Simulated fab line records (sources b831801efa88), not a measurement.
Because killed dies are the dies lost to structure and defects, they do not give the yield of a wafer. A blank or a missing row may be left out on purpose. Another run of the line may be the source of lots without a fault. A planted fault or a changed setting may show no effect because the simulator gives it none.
Comparing a struck lot with a sound one ; flow sky130 ; 15 out of 708 route steps
Sound: the wafers L342.2, L342.4, L342.5. The struck wafers were L359.1, L359.3, L359.4. At the end, the cause is stated.
Each step with rows lists, per side, the tool, then ch with its chambers, then its first start. Under that, the readings that differ: sound wafers ; struck wafers ; difference of the means ; sigmas: that difference in standard deviations of wafers without a fault.
alike: words and numbers the same on both sides, and readings whose means are apart by under 2 such deviations; not compared: readings that were withheld, readings missing a value for some wafer, numbers with overlapping values and no deviation given by the record, and bounds like >300 which may hide the same value.
Wherever a step has rows on one side only, a row that says differs or no value, or a row with sigmas, the two part there. Non-overlapping numbers with no deviation appear without sigmas and do not part them. Lack of a reading on every wafer of one side parts them only where that side has two or more wafers.

first, 1 step without rows for these wafers: SKY_SD_P_DEVELOP_06 (develop time 60 s).
SKY_SD_P_CD_MEAS_07 targets a cd of 380 nm.
  sound: cd_sem-02 at day 26 12:16; struck: cd_sem-02 at day 31 19:59
  alike: cd_nm
SKY_SD_P_OVL_MEAS_08:
  sound: overlay-01 at day 26 12:22; struck: overlay-01 at day 31 20:07
  alike: SD_P_OVL
next, for these wafers, 1 step has no rows: SKY_SD_P_IMPLANT_09.
SKY_SD_P_STRIP_10: strips in O2/N2.
  sound on plasma_asher-03 ch 0,1, day 26 12:32; struck on plasma_asher-04 ch 0,1, day 31 20:17
reading;sound;struck;difference;sigmas
drypump_motor_current_A (A);5.25 5.27 5.32;5.85 5.86 5.90;+0.59;+2
  alike: n2_flow_sccm, oes_product_au, strip_time_to_endpoint_s
  not compared: rf_hours_counter_h
SKY_SD_P_TW_MEAS_11:
  sound: film_metro-03 at day 26 12:39; struck: film_metro-03 at day 31 20:23
  alike: SD_P_TW
then, 6 steps without rows for these wafers: SKY_RES_XHIGH_DEHYDRATE_00 (time 60 s); SKY_RES_XHIGH_HMDS_01 (prime time 60 s); SKY_RES_XHIGH_COAT_02 (resist thk 1140 nm); SKY_RES_XHIGH_SOFTBAKE_03 (time 60 s); SKY_RES_XHIGH_EXPOSE_04 (exposes mask URPM, target cd 1270 nm); SKY_RES_XHIGH_PEB_05.
SKY_RES_XHIGH_DEVELOP_06: develop time 60 s.
  sound on litho_track-02 ch 0, day 27 17:50; struck on litho_track-01 ch 0, day 33 00:26
reading;sound;struck;difference;sigmas
developer_temp_C (C);23.12 23.17 23.10;22.20 22.16 22.07;-0.99;-9
next, for these wafers, 1 step has no rows: SKY_RES_XHIGH_IMPLANT_07.
-- here the record skips 18 days between the struck wafers' starts before and after, leaving off in module RES_XHIGH and picking up in module PAD_OPEN (first step shown: number 708 of the route) --
SKY_PAD_OPEN_PROBE_99:
  only the struck wafers here have rows in the record (prober-02, day 50 17:58); the sound ones have none

== WHERE THEY PART ==
At SKY_SD_P_STRIP_10 first; at SKY_PAD_OPEN_PROBE_99 last (within this record only).

WHY: what the simulator had put in
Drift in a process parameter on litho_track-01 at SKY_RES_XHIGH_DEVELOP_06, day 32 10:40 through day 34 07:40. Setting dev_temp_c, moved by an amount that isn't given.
